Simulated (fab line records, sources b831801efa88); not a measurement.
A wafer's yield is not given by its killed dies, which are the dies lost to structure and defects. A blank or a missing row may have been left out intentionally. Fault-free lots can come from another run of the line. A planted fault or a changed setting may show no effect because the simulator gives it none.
A struck lot beside a sound one ; flow sky130 ; 16 out of 708 route steps
Sound: the wafers L562.3, L562.4, L562.5. Struck: wafer L569.2 (L569.1, L569.3, from the same lot, were not struck and are left out); the cause is given at the end.
For every step that has rows: the tool of each side, followed by ch and its chambers, followed by its first start. Under that, the readings that differ: sound wafers ; struck wafers ; difference of the means ; sigmas: that difference in standard deviations of wafers without a fault.
alike: readings whose means differ by less than 2 such deviations, and words and numbers that are the same on both sides. not compared: withheld readings, readings that some wafer has no value for, bounds like >300 that may hide the same value, and numbers for which the record gives no deviation and whose values overlap.
A row with sigmas, a row that says differs or no value, or rows on one side alone: a step with any of these is where the two part. Numbers that have no deviation but don't overlap get no sigmas and don't part them. A reading missing from all wafers of one side parts the sides only when that side holds two or more wafers.

first, 1 step without rows for these wafers: SKY_FIELD_ISO_CVD_03 (deposits Si3N4 from DCS/NH3, target thk 165 nm, time 2830 s).
SKY_FIELD_ISO_THK_MEAS_04:
  struck on film_metro-01, day 3 05:29; sound on film_metro-02, day 1 18:31
  alike: FIELD_ISO_CVD_03_THK
then, 8 steps without rows for these wafers: SKY_FIELD_ISO_DEHYDRATE_05 (time 60 s); SKY_FIELD_ISO_HMDS_06 (prime time 60 s); SKY_FIELD_ISO_COAT_07 (resist thk 60 nm); SKY_FIELD_ISO_COAT_08 (resist thk 450 nm); SKY_FIELD_ISO_SOFTBAKE_09 (time 90 s); SKY_FIELD_ISO_EXPOSE_10 (exposes mask FOM, target cd 150 nm); SKY_FIELD_ISO_PEB_11; SKY_FIELD_ISO_DEVELOP_12 (develop time 60 s).
SKY_FIELD_ISO_CD_MEAS_13: target cd 150 nm.
  struck on cd_sem-02, day 3 21:32; sound on cd_sem-01, day 2 08:58
  alike: cd_nm
SKY_FIELD_ISO_ETCH_14: etches BARC in N2/H2, stops on SiO2, time 45.9 s, target depth 60 nm.
  sound on rie_diel-01 ch 1,3, day 2 09:03; struck on rie_diel-02 ch 3, day 3 21:40
  alike: drypump_motor_current_A, oes_product_au, rf_fwd_power_W, throttle_valve_pct
  not compared: rf_hours_counter_h
SKY_FIELD_ISO_ETCH_15: etches the open film in CHF3/O2, stops on Si, target depth 180 nm, time 72 s.
  sound on rie_diel-01 ch 1,3, day 2 09:05; struck on rie_diel-02 ch 3, day 3 21:42
reading;sound;struck;difference;sigmas
model.KrF-thick_of_FIELD_ISO_COAT_08.thk_nm (nm);238.9 240 235.2;143.5;-94.5;
  alike: drypump_motor_current_A, oes_product_au, rf_fwd_power_W, throttle_valve_pct
  not compared: rf_hours_counter_h
SKY_FIELD_ISO_STRIP_16: strips in O2/N2.
  sound on plasma_asher-01 ch 0,1, day 2 09:11; struck on plasma_asher-02 ch 1, day 3 21:46
reading;sound;struck;difference;sigmas
oes_product_au (a.u.);0.379 0.380 0.378;0.334;-0.045;-9
rf_hours_counter_h (h);- - -;39;no value on the sound wafers;
strip_time_to_endpoint_s (s);3.58 3.58 3.55;2.54;-1.03;-20
  alike: drypump_motor_current_A
SKY_FIELD_ISO_ETCH_17: etches Si in HBr/Cl2/O2, target depth 342 nm, time 97.7 s.
  sound on rie_si-02 ch 0,1,2, day 2 09:15; struck on rie_si-02 ch 3, day 3 21:52
  alike: drypump_motor_current_A, oes_product_au, rf_fwd_power_W, throttle_valve_pct
  not compared: rf_hours_counter_h
-- a jump in the record: the struck wafers' starts before and after are 44 days apart (it breaks off in module FIELD_ISO and resumes in module PAD_OPEN, where the first step shown is number 708 of the route) --
SKY_PAD_OPEN_PROBE_99:
  struck on prober-02, day 47 17:43; sound on prober-01, day 46 00:15
reading;sound;struck;difference;sigmas
model.etest.cap_poly_to_well.c_af_um2;92.31 88.74 89.86;85.51;-4.79;
model.etest.sram_nfet_pass.off_log10_a_um;-12.78 -12.43 -12.66;-13.02;-0.40;
model.etest.sram_nfet_pass.vt_v (V);0.6826 0.6631 0.6796;0.6879;+0.0128;
model.etest.sram_nfet_pass.vt_sat_v (V);0.584 0.5685 0.5757;0.5918;+0.0157;
  alike: killed_at_M0_to_M3, killed_at_M4_up, killed_at_contacts, killed_at_front_end, killed_at_other, killed_dies, killed_open, killed_short

WHERE THEY PART
At SKY_FIELD_ISO_STRIP_16 and nowhere else, as far as this record goes. Later steps at which nothing parts them and some readings are alike: SKY_FIELD_ISO_ETCH_17, SKY_PAD_OPEN_PROBE_99.

WHY: whatever the simulator had introduced
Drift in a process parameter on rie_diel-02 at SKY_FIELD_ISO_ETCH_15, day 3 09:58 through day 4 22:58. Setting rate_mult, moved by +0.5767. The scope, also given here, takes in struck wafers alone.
